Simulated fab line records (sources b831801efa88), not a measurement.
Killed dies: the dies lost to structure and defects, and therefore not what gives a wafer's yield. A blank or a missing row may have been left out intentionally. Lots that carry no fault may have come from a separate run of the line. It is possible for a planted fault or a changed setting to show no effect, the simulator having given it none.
Which tool was responsible? || flow gf180mcu || 33 wafers from 11 lots sampled at 6 of the route's 602 steps

## WHAT EACH GAUGE READ, for each wafer
GF_V3_RS_MEAS_24: measures by four-point-probe. Usual: for V3_W_RS the level is 0.326 ohm/sq and the standard deviation is 0.0033.
{"lot": "L941", "measured": "day 22 08:35", "on": "filmMetro-03", "V3_W_RS (ohm/sq)": "0.325 0.325 0.322", "flag": ""}
{"lot": "L942", "measured": "day 22 12:33", "on": "filmMetro-02", "V3_W_RS (ohm/sq)": "0.324 0.321 0.326", "flag": ""}
{"lot": "L944", "measured": "day 23 07:29", "on": "filmMetro-02", "V3_W_RS (ohm/sq)": "0.334 0.329 0.331", "flag": ""}
{"lot": "L946", "measured": "day 24 10:22", "on": "filmMetro-03", "V3_W_RS (ohm/sq)": "0.324 0.321 0.326", "flag": ""}
{"lot": "L947", "measured": "day 24 16:56", "on": "filmMetro-03", "V3_W_RS (ohm/sq)": "0.332 0.331 0.325", "flag": ""}
{"lot": "L950", "measured": "day 25 13:29", "on": "filmMetro-03", "V3_W_RS (ohm/sq)": "0.452 0.455 0.457 0.451 0.454 0.458", "flag": "OFF"}
{"lot": "L953", "measured": "day 27 04:24", "on": "filmMetro-02", "V3_W_RS (ohm/sq)": "0.450 0.448 0.461 0.449 0.448 0.462", "flag": "OFF"}
{"lot": "L956", "measured": "day 27 20:41", "on": "filmMetro-04", "V3_W_RS (ohm/sq)": "0.328 0.328 0.326", "flag": ""}
{"lot": "L959", "measured": "day 28 13:24", "on": "filmMetro-03", "V3_W_RS (ohm/sq)": "0.329 0.325 0.326", "flag": ""}
{"lot": "L961", "measured": "day 28 22:20", "on": "filmMetro-03", "V3_W_RS (ohm/sq)": "0.329 0.325 0.327", "flag": ""}
{"lot": "L962", "measured": "day 29 02:01", "on": "filmMetro-03", "V3_W_RS (ohm/sq)": "0.325 0.326 0.324", "flag": ""}

GF_V3_THK_MEAS_25: measures by xrf. Usual: for V3_W_THK the level is 348 nm and the standard deviation is 4.7.
{"lot": "L941", "measured": "day 22 08:42", "on": "filmMetro-03", "V3_W_THK (nm)": "349 349 353", "flag": ""}
{"lot": "L942", "measured": "day 22 12:40", "on": "filmMetro-02", "V3_W_THK (nm)": "353 359 353", "flag": ""}
{"lot": "L944", "measured": "day 23 07:35", "on": "filmMetro-02", "V3_W_THK (nm)": "344 350 349", "flag": ""}
{"lot": "L946", "measured": "day 24 10:28", "on": "filmMetro-03", "V3_W_THK (nm)": "351 354 348", "flag": ""}
{"lot": "L947", "measured": "day 24 17:01", "on": "filmMetro-03", "V3_W_THK (nm)": "342 344 348", "flag": ""}
{"lot": "L950", "measured": "day 25 19:20", "on": "filmMetro-03", "V3_W_THK (nm)": "281 279 277 281 281 277", "flag": "OFF"}
{"lot": "L953", "measured": "day 27 07:23", "on": "filmMetro-02", "V3_W_THK (nm)": "280 281 277 281 282 275", "flag": "OFF"}
{"lot": "L956", "measured": "day 27 20:48", "on": "filmMetro-04", "V3_W_THK (nm)": "339 342 344", "flag": ""}
{"lot": "L959", "measured": "day 28 13:31", "on": "filmMetro-03", "V3_W_THK (nm)": "346 350 349", "flag": ""}
{"lot": "L961", "measured": "day 28 22:28", "on": "filmMetro-03", "V3_W_THK (nm)": "343 350 348", "flag": ""}
{"lot": "L962", "measured": "day 29 02:07", "on": "filmMetro-03", "V3_W_THK (nm)": "344 344 345", "flag": ""}

GF_M4_RS_MEAS_05: measures by four-point-probe. Usual: for M4_ALCU_RS the level is 0.0683 ohm/sq and the standard deviation is 0.00069.
{"lot": "L941", "measured": "day 22 09:17", "on": "filmMetro-02", "M4_ALCU_RS (ohm/sq)": "0.0667 0.0673 0.0677", "flag": ""}
{"lot": "L942", "measured": "day 22 13:15", "on": "filmMetro-01", "M4_ALCU_RS (ohm/sq)": "0.0683 0.0683 0.0674", "flag": ""}
{"lot": "L944", "measured": "day 23 08:11", "on": "filmMetro-01", "M4_ALCU_RS (ohm/sq)": "0.0675 0.0677 0.0678", "flag": ""}
{"lot": "L946", "measured": "day 24 11:04", "on": "filmMetro-01", "M4_ALCU_RS (ohm/sq)": "0.0681 0.0690 0.0691", "flag": ""}
{"lot": "L947", "measured": "day 24 17:38", "on": "filmMetro-02", "M4_ALCU_RS (ohm/sq)": "0.0687 0.0673 0.0679", "flag": ""}
{"lot": "L950", "measured": "day 26 00:02", "on": "filmMetro-02", "M4_ALCU_RS (ohm/sq)": "0.0697 0.0693 0.0699", "flag": ""}
{"lot": "L953", "measured": "day 27 09:43", "on": "filmMetro-02", "M4_ALCU_RS (ohm/sq)": "0.0691 0.0684 0.0695", "flag": ""}
{"lot": "L956", "measured": "day 27 21:23", "on": "filmMetro-01", "M4_ALCU_RS (ohm/sq)": "0.0675 0.0682 0.0683", "flag": ""}
{"lot": "L959", "measured": "day 28 14:06", "on": "filmMetro-01", "M4_ALCU_RS (ohm/sq)": "0.0693 0.0695 0.0682", "flag": ""}
{"lot": "L961", "measured": "day 28 23:02", "on": "filmMetro-01", "M4_ALCU_RS (ohm/sq)": "0.0685 0.0691 0.0693", "flag": ""}
{"lot": "L962", "measured": "day 29 02:44", "on": "filmMetro-01", "M4_ALCU_RS (ohm/sq)": "0.0681 0.0681 0.0685", "flag": ""}

## EACH LOT AND THE TOOL THAT RAN IT (in order: tool; ch and the chambers of the sampled wafers; start)
{"lot": "L941", "GF_V3_CVD_02": "pecvd-03 ch 1,2, day 21 07:16", "GF_V3_ETCH_16": "rieDiel-04 ch 1,2, day 22 07:43", "GF_V3_CVD_23": "cvdW-01 ch 0,1, day 22 08:28"}
{"lot": "L942", "GF_V3_CVD_02": "pecvd-04 ch 0,2, day 21 11:41", "GF_V3_ETCH_16": "rieDiel-04 ch 1,2, day 22 11:40", "GF_V3_CVD_23": "cvdW-01 ch 0,1, day 22 12:25"}
{"lot": "L944", "GF_V3_CVD_02": "pecvd-03 ch 0,1, day 22 06:22", "GF_V3_ETCH_16": "rieDiel-01 ch 1,2, day 23 06:34", "GF_V3_CVD_23": "cvdW-01 ch 0,1, day 23 07:23"}
{"lot": "L946", "GF_V3_CVD_02": "pecvd-03 ch 0,1, day 23 10:10", "GF_V3_ETCH_16": "rieDiel-01 ch 1,3, day 24 09:28", "GF_V3_CVD_23": "cvdW-02 ch 0,1, day 24 10:16"}
{"lot": "L947", "GF_V3_CVD_02": "pecvd-04 ch 0,1,2, day 23 16:59", "GF_V3_ETCH_16": "rieDiel-02 ch 0,1,2, day 24 15:59", "GF_V3_CVD_23": "cvdW-01 ch 0,1, day 24 16:47"}
{"lot": "L950", "GF_V3_CVD_02": "pecvd-02 ch 0,1,2, day 24 14:43", "GF_V3_ETCH_16": "rieDiel-04 ch 0,1,2, day 25 12:35", "GF_V3_CVD_23": "cvdW-01 ch 0,1, day 25 13:22"}
{"lot": "L953", "GF_V3_CVD_02": "pecvd-03 ch 0,1,2, day 26 06:28", "GF_V3_ETCH_16": "rieDiel-02 ch 0,2,3, day 27 03:28", "GF_V3_CVD_23": "cvdW-01 ch 0,1, day 27 04:16"}
{"lot": "L956", "GF_V3_CVD_02": "pecvd-04 ch 1,2, day 26 23:01", "GF_V3_ETCH_16": "rieDiel-04 ch 1,2,3, day 27 19:49", "GF_V3_CVD_23": "cvdW-02 ch 0,1, day 27 20:34"}
{"lot": "L959", "GF_V3_CVD_02": "pecvd-02 ch 0,2, day 27 16:16", "GF_V3_ETCH_16": "rieDiel-01 ch 0,1,2, day 28 12:25", "GF_V3_CVD_23": "cvdW-02 ch 0, day 28 13:17"}
{"lot": "L961", "GF_V3_CVD_02": "pecvd-04 ch 1,2, day 28 00:53", "GF_V3_ETCH_16": "rieDiel-01 ch 0,1,2, day 28 21:28", "GF_V3_CVD_23": "cvdW-02 ch 0,1, day 28 22:14"}
{"lot": "L962", "GF_V3_CVD_02": "pecvd-02 ch 0,1,2, day 28 05:05", "GF_V3_ETCH_16": "rieDiel-04 ch 0,1,2, day 29 01:07", "GF_V3_CVD_23": "cvdW-02 ch 0,1, day 29 01:53"}
- GF_V3_CVD_02: deposits SiO2 from TEOS, target thk 850 nm, time 94.851 s.
- GF_V3_ETCH_16: etches BARC in N2/H2.
- GF_V3_CVD_23: deposits W, target thk 350 nm, time 104.9 s.

## AS READ BY THE TOOLS THEMSELVES (means over the sampled wafers that have a number; for cases with no such wafer, the mark the record gives instead)
GF_V3_CVD_02. Usual: heaterPowerW 659 W, standard deviation 85.
{"lot": "L941", "tool": "pecvd-03", "heaterPowerW (W)": 707, "flag": ""}
{"lot": "L942", "tool": "pecvd-04", "heaterPowerW (W)": 602, "flag": ""}
{"lot": "L944", "tool": "pecvd-03", "heaterPowerW (W)": 805, "flag": ""}
{"lot": "L946", "tool": "pecvd-03", "heaterPowerW (W)": 717, "flag": ""}
{"lot": "L947", "tool": "pecvd-04", "heaterPowerW (W)": 666, "flag": ""}
{"lot": "L950", "tool": "pecvd-02", "heaterPowerW (W)": 649, "flag": ""}
{"lot": "L953", "tool": "pecvd-03", "heaterPowerW (W)": 647, "flag": ""}
{"lot": "L956", "tool": "pecvd-04", "heaterPowerW (W)": 666, "flag": ""}
{"lot": "L959", "tool": "pecvd-02", "heaterPowerW (W)": 680, "flag": ""}
{"lot": "L961", "tool": "pecvd-04", "heaterPowerW (W)": 706, "flag": ""}
{"lot": "L962", "tool": "pecvd-02", "heaterPowerW (W)": 633, "flag": ""}

GF_V3_ETCH_16. Usual: chamberPressureMTorr 29.997 mTorr, standard deviation 0.024; drypumpMotorCurrentA 5.8 A, standard deviation 0.42; oesProductAu 0.854 a.u., standard deviation 0.0044; throttleValvePct 13.227 %, standard deviation 0.0094.
{"lot": "L941", "tool": "rieDiel-04", "chamberPressureMTorr (mTorr)": 29.984, "drypumpMotorCurrentA (A)": 6.2, "oesProductAu (a.u.)": 0.852, "throttleValvePct (%)": 13.228, "flag": ""}
{"lot": "L942", "tool": "rieDiel-04", "chamberPressureMTorr (mTorr)": 29.999, "drypumpMotorCurrentA (A)": 5.8, "oesProductAu (a.u.)": 0.854, "throttleValvePct (%)": 13.232, "flag": ""}
{"lot": "L944", "tool": "rieDiel-01", "chamberPressureMTorr (mTorr)": 29.991, "drypumpMotorCurrentA (A)": 5.7, "oesProductAu (a.u.)": 0.854, "throttleValvePct (%)": 13.220, "flag": ""}
{"lot": "L946", "tool": "rieDiel-01", "chamberPressureMTorr (mTorr)": 30.012, "drypumpMotorCurrentA (A)": 5.8, "oesProductAu (a.u.)": 0.858, "throttleValvePct (%)": 13.235, "flag": ""}
{"lot": "L947", "tool": "rieDiel-02", "chamberPressureMTorr (mTorr)": 29.970, "drypumpMotorCurrentA (A)": 5.6, "oesProductAu (a.u.)": 0.853, "throttleValvePct (%)": 13.226, "flag": ""}
{"lot": "L950", "tool": "rieDiel-04", "chamberPressureMTorr (mTorr)": 29.980, "drypumpMotorCurrentA (A)": 5.9, "oesProductAu (a.u.)": 0.850, "throttleValvePct (%)": 13.227, "flag": ""}
{"lot": "L953", "tool": "rieDiel-02", "chamberPressureMTorr (mTorr)": 29.999, "drypumpMotorCurrentA (A)": 5.9, "oesProductAu (a.u.)": 0.859, "throttleValvePct (%)": 13.228, "flag": ""}
{"lot": "L956", "tool": "rieDiel-04", "chamberPressureMTorr (mTorr)": 29.987, "drypumpMotorCurrentA (A)": 6.0, "oesProductAu (a.u.)": 0.854, "throttleValvePct (%)": 13.215, "flag": ""}
{"lot": "L959", "tool": "rieDiel-01", "chamberPressureMTorr (mTorr)": 29.997, "drypumpMotorCurrentA (A)": 5.9, "oesProductAu (a.u.)": 0.854, "throttleValvePct (%)": 13.222, "flag": ""}
{"lot": "L961", "tool": "rieDiel-01", "chamberPressureMTorr (mTorr)": 29.993, "drypumpMotorCurrentA (A)": 5.9, "oesProductAu (a.u.)": 0.855, "throttleValvePct (%)": 13.221, "flag": ""}
{"lot": "L962", "tool": "rieDiel-04", "chamberPressureMTorr (mTorr)": 29.995, "drypumpMotorCurrentA (A)": 5.9, "oesProductAu (a.u.)": 0.852, "throttleValvePct (%)": 13.238, "flag": ""}

GF_V3_CVD_23. Usual: heaterPowerW 848 W, standard deviation 44.
{"lot": "L941", "tool": "cvdW-01", "heaterPowerW (W)": 885, "flag": ""}
{"lot": "L942", "tool": "cvdW-01", "heaterPowerW (W)": 862, "flag": ""}
{"lot": "L944", "tool": "cvdW-01", "heaterPowerW (W)": 873, "flag": ""}
{"lot": "L946", "tool": "cvdW-02", "heaterPowerW (W)": 809, "flag": ""}
{"lot": "L947", "tool": "cvdW-01", "heaterPowerW (W)": 876, "flag": ""}
{"lot": "L950", "tool": "cvdW-01", "heaterPowerW (W)": 877, "flag": ""}
{"lot": "L953", "tool": "cvdW-01", "heaterPowerW (W)": 879, "flag": ""}
{"lot": "L956", "tool": "cvdW-02", "heaterPowerW (W)": 841, "flag": ""}
{"lot": "L959", "tool": "cvdW-02", "heaterPowerW (W)": 786, "flag": ""}
{"lot": "L961", "tool": "cvdW-02", "heaterPowerW (W)": 841, "flag": ""}
{"lot": "L962", "tool": "cvdW-02", "heaterPowerW (W)": 802, "flag": ""}

## THE ANSWER, worked out from the rows above alone
Rule: take the mean of a lot's wafers that have a number; if it is more than 3 standard deviations from the usual mean, the lot is off. A lot without any number at a reading at which 4 lots or more have one is off too. The other lots that the step has rows for count as sound. The gauges are gone through in route order, then the tools' own readings, and for those a lot's mean is taken as printed above. The first step at which some lot is off is used, and at that step the reading that is off furthest; a lot without a number counts as furthest.
Off: at GF_V3_RS_MEAS_24 (V3_W_RS), L950, L953.
If a tool, at a process step before that reading, ran all the lots that are off and no sound lot after the first of them, it fits. Gauges at GF_V3_RS_MEAS_24: tried the same way as those tools. One fits: GF_V3_CVD_23 on cvdW-01. Its last sound lot is L947 (day 24 16:47), its first lot that is off L950 (day 25 13:22): a fault that began between those two fits.

## WHAT WAS PUT IN BY THE SIMULATOR
Site profile drift: cvdW-01, from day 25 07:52 on, at GF_V3_CVD_23. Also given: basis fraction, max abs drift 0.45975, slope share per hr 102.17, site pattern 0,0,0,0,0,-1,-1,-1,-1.
Shown lots that were struck: L950, L953. The same result came from the rule above.
